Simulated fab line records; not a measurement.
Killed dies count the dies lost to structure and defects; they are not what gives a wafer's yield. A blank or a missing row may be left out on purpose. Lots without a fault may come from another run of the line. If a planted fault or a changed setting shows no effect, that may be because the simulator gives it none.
Matching of chambers :: flow gf180mcu :: GF_V4_ETCH_17 on rie-diel-01: 4 sister chambers
The step etches SiO2 in C4F8/O2/Ar, stops on TiN, target depth 630 nm. 14 wafers are shown with their chamber, then 7 later ones without.

## WAFERS PAIRED WITH THEIR CHAMBERS
wafer: L905.2
chamber: 3
chamber-pressure-mTorr (mTorr): 39.89
oes-product-au (a.u.): 0.856
bias-w (W): 1196

wafer: L905.5
chamber: 1
chamber-pressure-mTorr (mTorr): 40.02
oes-product-au (a.u.): 0.857
bias-w (W): 1198

wafer: L905.6
chamber: 2
chamber-pressure-mTorr (mTorr): 39.97
oes-product-au (a.u.): 0.856
bias-w (W): 1195

wafer: L906.1
chamber: 3
chamber-pressure-mTorr (mTorr): 40.00
oes-product-au (a.u.): 0.848
bias-w (W): 1196

wafer: L906.3
chamber: 0
chamber-pressure-mTorr (mTorr): 40.02
oes-product-au (a.u.): 0.846
bias-w (W): 1205

wafer: L906.4
chamber: 1
chamber-pressure-mTorr (mTorr): 40.01
oes-product-au (a.u.): 0.851
bias-w (W): 1201

wafer: L909.1
chamber: 3
chamber-pressure-mTorr (mTorr): 40.01
oes-product-au (a.u.): 0.852
bias-w (W): 1203

wafer: L909.2
chamber: 0
chamber-pressure-mTorr (mTorr): 40.03
oes-product-au (a.u.): 0.864
bias-w (W): 1195

wafer: L909.5
chamber: 2
chamber-pressure-mTorr (mTorr): 40.04
oes-product-au (a.u.): 0.857
bias-w (W): 1199

wafer: L917.1
chamber: 0
chamber-pressure-mTorr (mTorr): 40.02
oes-product-au (a.u.): 0.870
bias-w (W): 1201

wafer: L917.3
chamber: 3
chamber-pressure-mTorr (mTorr): 40.03
oes-product-au (a.u.): 0.855
bias-w (W): 1201

wafer: L917.5
chamber: 2
chamber-pressure-mTorr (mTorr): 40.05
oes-product-au (a.u.): 0.855
bias-w (W): 1204

wafer: L921.3
chamber: 3
chamber-pressure-mTorr (mTorr): 39.95
oes-product-au (a.u.): 0.846
bias-w (W): 1196

wafer: L921.4
chamber: 2
chamber-pressure-mTorr (mTorr): 40.00
oes-product-au (a.u.): 0.851
bias-w (W): 1202

SIGNATURES (means of the wafers above)
reading: chamber-pressure-mTorr
chamber 0: 40.0233
chamber 1: 40.0150
chamber 2: 40.0150
chamber 3: 39.9760
scatter within a chamber: 0.0412

reading: oes-product-au
chamber 0: 0.86000
chamber 1: 0.85400
chamber 2: 0.85475
chamber 3: 0.85140
scatter within a chamber: 0.00653

reading: bias-w
chamber 0: 1200.33
chamber 1: 1199.50
chamber 2: 1200.00
chamber 3: 1198.40
scatter within a chamber: 3.83
Rule: a wafer's distance from a chamber is the root of the sum, over the readings, of the square of ((its reading less the chamber's mean) divided by the reading's scatter). If the next closest chamber is less than 2 further off than the closest, the wafer can't be placed; otherwise it belongs to the closest. The scatter: take each reading less its chamber's mean, square it, sum over the shown wafers, divide by the number of wafers less the number of chambers, and take the root.

## WAFERS MISSING THEIR CHAMBER
wafer: L921.6
chamber-pressure-mTorr (mTorr): 39.96
oes-product-au (a.u.): 0.852
bias-w (W): 1203

wafer: L924.2
chamber-pressure-mTorr (mTorr): 40.03
oes-product-au (a.u.): 0.865
bias-w (W): 1195

wafer: L924.3
chamber-pressure-mTorr (mTorr): 39.97
oes-product-au (a.u.): 0.860
bias-w (W): 1196

wafer: L924.4
chamber-pressure-mTorr (mTorr): 39.96
oes-product-au (a.u.): 0.853
bias-w (W): 1202

wafer: L927.1
chamber-pressure-mTorr (mTorr): 40.08
oes-product-au (a.u.): 0.861
bias-w (W): 1192

wafer: L927.2
chamber-pressure-mTorr (mTorr): 39.98
oes-product-au (a.u.): 0.855
bias-w (W): 1198

wafer: L927.6
chamber-pressure-mTorr (mTorr): 40.05
oes-product-au (a.u.): 0.850
bias-w (W): 1200

## THE CHAMBER EACH PASSED THROUGH
wafer: L921.6
from the rows above: can't be placed: 3 or 2 or 1 or 0
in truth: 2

wafer: L924.2
from the rows above: can't be placed: 0 or 2 or 1 or 3
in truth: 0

wafer: L924.3
from the rows above: can't be placed: 3 or 1 or 2 or 0
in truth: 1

wafer: L924.4
from the rows above: can't be placed: 3 or 2 or 1 or 0
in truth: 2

wafer: L927.1
from the rows above: can't be placed: 0 or 1 or 2 or 3
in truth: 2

wafer: L927.2
from the rows above: can't be placed: 3 or 1 or 2 or 0
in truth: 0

wafer: L927.6
from the rows above: can't be placed: 1 or 2 or 0 or 3
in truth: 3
0 of 7 placed correctly. Can't be placed from these rows: 7 (the true chamber is among the candidates in 7). Placed wrongly: 0.
